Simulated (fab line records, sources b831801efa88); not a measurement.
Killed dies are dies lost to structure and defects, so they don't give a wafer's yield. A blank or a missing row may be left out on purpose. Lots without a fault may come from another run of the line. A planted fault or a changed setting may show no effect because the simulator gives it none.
A struck lot beside a sound one | flow sfq_line | 14 steps out of a route of 325
Sound: wafers L285.2, L285.5, L285.6. Struck: wafers L294.1, L294.2, L294.4. The cause comes at the end.
At each step with rows: each side's tool, then ch and its chambers, then its first start. Under that, the readings that differ: sound wafers | struck wafers | difference of the means | sigmas: that difference in standard deviations of wafers without a fault.
alike: readings whose means differ by less than 2 such deviations, and words and numbers that are the same on both sides. not compared: withheld readings, readings that some wafer has no value for, bounds like >300 that may hide the same value, and numbers for which the record gives no deviation and whose values overlap.
The two part at a step that has a row with sigmas, a row that says differs or no value, or rows on one side only. Numbers that don't overlap but have no deviation are shown without sigmas and don't part them. A reading that every wafer of one side lacks parts them only if that side has two wafers or more.

first, 6 steps without rows for these wafers: SFQ_TRILAYER_C5_LITHO_COAT_156 (resist thk 62 nm); SFQ_TRILAYER_C5_LITHO_COAT_151 (resist thk 650 nm); SFQ_TRILAYER_C5_LITHO_SOFTBAKE_155; SFQ_TRILAYER_C5_LITHO_EXPOSE_152 (exposes mask C5, target cd 500 nm); SFQ_TRILAYER_C5_LITHO_PEB_154 (peb time 60 s); SFQ_TRILAYER_C5_LITHO_DEVELOP_153 (time 60 s).
SFQ_C5_OVL_MEAS_937:
  sound on overlay-02, day 74 20:47; struck on overlay-02, day 75 20:19
  alike: C5_OVL
SFQ_TRILAYER_C5_BARC_OPEN_VIA_ETCH_210: etches BARC in O2, target depth 125 nm, time 41.7 s.
  sound on rie_diel-02 ch 0,2,3, day 74 20:49; struck on rie_diel-02 ch 0,1,3, day 75 20:22
  alike: chamber_pressure_mTorr, drypump_motor_current_A, oes_product_au, rf_fwd_power_W
  not compared: rf_hours_counter_h
SFQ_TRILAYER_C5_ETCH_VIA_ETCH_154: etches SiO2 in CHF3, stops on Nb, target depth 84 nm.
  sound on rie_diel-02 ch 0,2,3, day 74 20:51; struck on rie_diel-02 ch 0,1,3, day 75 20:24
  alike: chamber_pressure_mTorr, drypump_motor_current_A, oes_product_au, rf_fwd_power_W
SFQ_TRILAYER_C5_STRIP_STRIP_155: strips in O2.
  sound on rie_metal-04 ch 0,1, day 74 20:53; struck on rie_metal-04 ch 0,1, day 75 20:26
  alike: chamber_pressure_mTorr, drypump_motor_current_A, oes_product_au, platen_temp_c
  not compared: rf_hours_counter_h
then, 2 steps without rows for these wafers: SFQ_TRILAYER_C5_STRIP_SOLV_CLEAN_156 (cleans in NMP, time 600 s); SFQ_TRILAYER_M6_DEP_PRE_CLEAN_158 (time 22.5 s).
SFQ_TRILAYER_M6_DEP_SPUTTER_157: material Nb, target thk 200 nm, time 133.3 s.
  sound on pvd_sputter-04, day 74 21:42; struck on pvd_sputter-04, day 75 21:31
  alike: throttle_valve_pct
SFQ_M6_RS_MEAS_938: measures by four-point-probe.
  sound on film_metro-01, day 74 21:49; struck on film_metro-03, day 75 21:54
  reading           | sound             | struck            | difference | sigmas
  M6_NB_RS (ohm/sq) | 0.875 0.880 0.870 | 0.438 0.434 0.435 | -0.439     | -44

WHERE THEY PART
Only at SFQ_M6_RS_MEAS_938, within this record.

WHY: what the simulator had put in
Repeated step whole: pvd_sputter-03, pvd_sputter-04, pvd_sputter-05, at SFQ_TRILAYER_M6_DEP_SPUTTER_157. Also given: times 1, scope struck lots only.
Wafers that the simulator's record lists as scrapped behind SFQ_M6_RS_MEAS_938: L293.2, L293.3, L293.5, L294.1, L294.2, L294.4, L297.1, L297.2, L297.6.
